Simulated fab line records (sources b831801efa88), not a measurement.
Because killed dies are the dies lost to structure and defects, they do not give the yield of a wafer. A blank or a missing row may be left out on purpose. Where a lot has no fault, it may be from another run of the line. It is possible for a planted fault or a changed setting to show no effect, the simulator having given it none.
8D (eight disciplines) problem report, filled in by code || flow sky130 || the parts of the form that need people (team, actions taken, sign-off) are left out

== 1. PROBLEM STATEMENT ==
Mean GATE_OXIDE_TW at SKY_GATE_OXIDE_TW_MEAS_14: 194.4 over 6 wafers in 2 lots; fault-free wafers: 226.2, standard deviation 1.8. Relative to the usual mean, that is a shift of -18 standard deviations.
The first sign was on wafer L681.1 at day 20 12:19, on film metro-04. Wafers with a number at this step in the record: 36, from 12 lots. The rule behind "out" and "out of limits": a value lying over 4 standard deviations away from the usual mean. The rest of the wafers with a number are treated as sound.

== 2. WHAT IT IS, AND WHAT IT ISN'T ==
{"question": "which readings at this step", "is": "GATE_OXIDE_TW", "is not": "-"}
{"question": "which lots", "is": "L681, L683", "is not": "L664, L665, L666, L667, L668, L669, L670, L671, L684, L686"}
{"question": "which wafers of those lots", "is": "all that have a number", "is not": "-"}
{"question": "read on which gauges", "is": "film metro-02, film metro-04", "is not": "film metro-03"}
{"question": "when", "is": "from day 20 12:19", "is not": "up to then (24 sound wafers); but 6 sound wafers of L684, L686 came after"}

== 3. WHAT RULES OUT EACH SUSPECT ==
Counting: a tool at any process step up to the reading remains a suspect when it ran all the lots that are out and ran no sound lot after the first of those.
- ruled out: the gauge at SKY_GATE_OXIDE_TW_MEAS_14. 2 gauges (film metro-02, film metro-04) read the wafers that are out.
- implanter-04 at SKY_GATE_OXIDE_IMPLANT_11: kept. It processed each lot that is out, first L681 at day 20 11:58, and no sound lot thereafter; up to then, the last sound lot it processed was L671 at day 16 16:02. Its own dose ions cm2, faraday current uA readings are out on those wafers.
Left after counting: implanter-04 at SKY_GATE_OXIDE_IMPLANT_11.

== 4. THE CAUSE (what the simulator had put in) ==
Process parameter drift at SKY_GATE_OXIDE_IMPLANT_11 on implanter-04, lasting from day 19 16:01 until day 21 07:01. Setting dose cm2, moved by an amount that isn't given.
After counting, this tool was the only one left.

== 5. THE CHAIN OF EFFECTS, in route order ==
Each row: a reading whose mean over the struck wafers that have a number lies more than 3 standard deviations from the usual. Only readings whose record carries a usual standard deviation are examined. hours: median over the lots of the time between each lot's start at the first step of this table that gives one and its start at this step. sigmas: the change, counted in usual standard deviations.
{"hours": 0, "step": "SKY_GATE_OXIDE_IMPLANT_11", "reading": "dose ions cm2", "usual": 2.6007e+12, "on struck wafers": 1.5017e+12, "change": -1.0990e+12, "sigmas": "-99 or more"}
{"hours": 0, "step": "SKY_GATE_OXIDE_IMPLANT_11", "reading": "faraday current uA", "usual": 14.7, "on struck wafers": 8.4, "change": -6.3, "sigmas": -20}
{"hours": 0, "step": "SKY_GATE_OXIDE_TW_MEAS_14", "reading": "GATE_OXIDE_TW", "usual": 226.2, "on struck wafers": 194.4, "change": -31.8, "sigmas": -18}
It contains these process steps:
- SKY_GATE_OXIDE_IMPLANT_11

== 6. WHAT WOULD HAVE CAUGHT IT SOONER ==
20 hours passed between the start of the fault at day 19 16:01 and the first reading out of limits at a measuring or inspecting step in this record, taken at day 20 12:19.
At SKY_GATE_OXIDE_IMPLANT_11, the tool's own readings (dose ions cm2, faraday current uA) were out on each struck wafer the step has a row for, so an alarm limit on them would have fired on the first such wafer.
Lots out: 2; of these, L683 started SKY_GATE_OXIDE_IMPLANT_11 on implanter-04 after day 20 12:19. A hold on the tool at that time would have spared it.
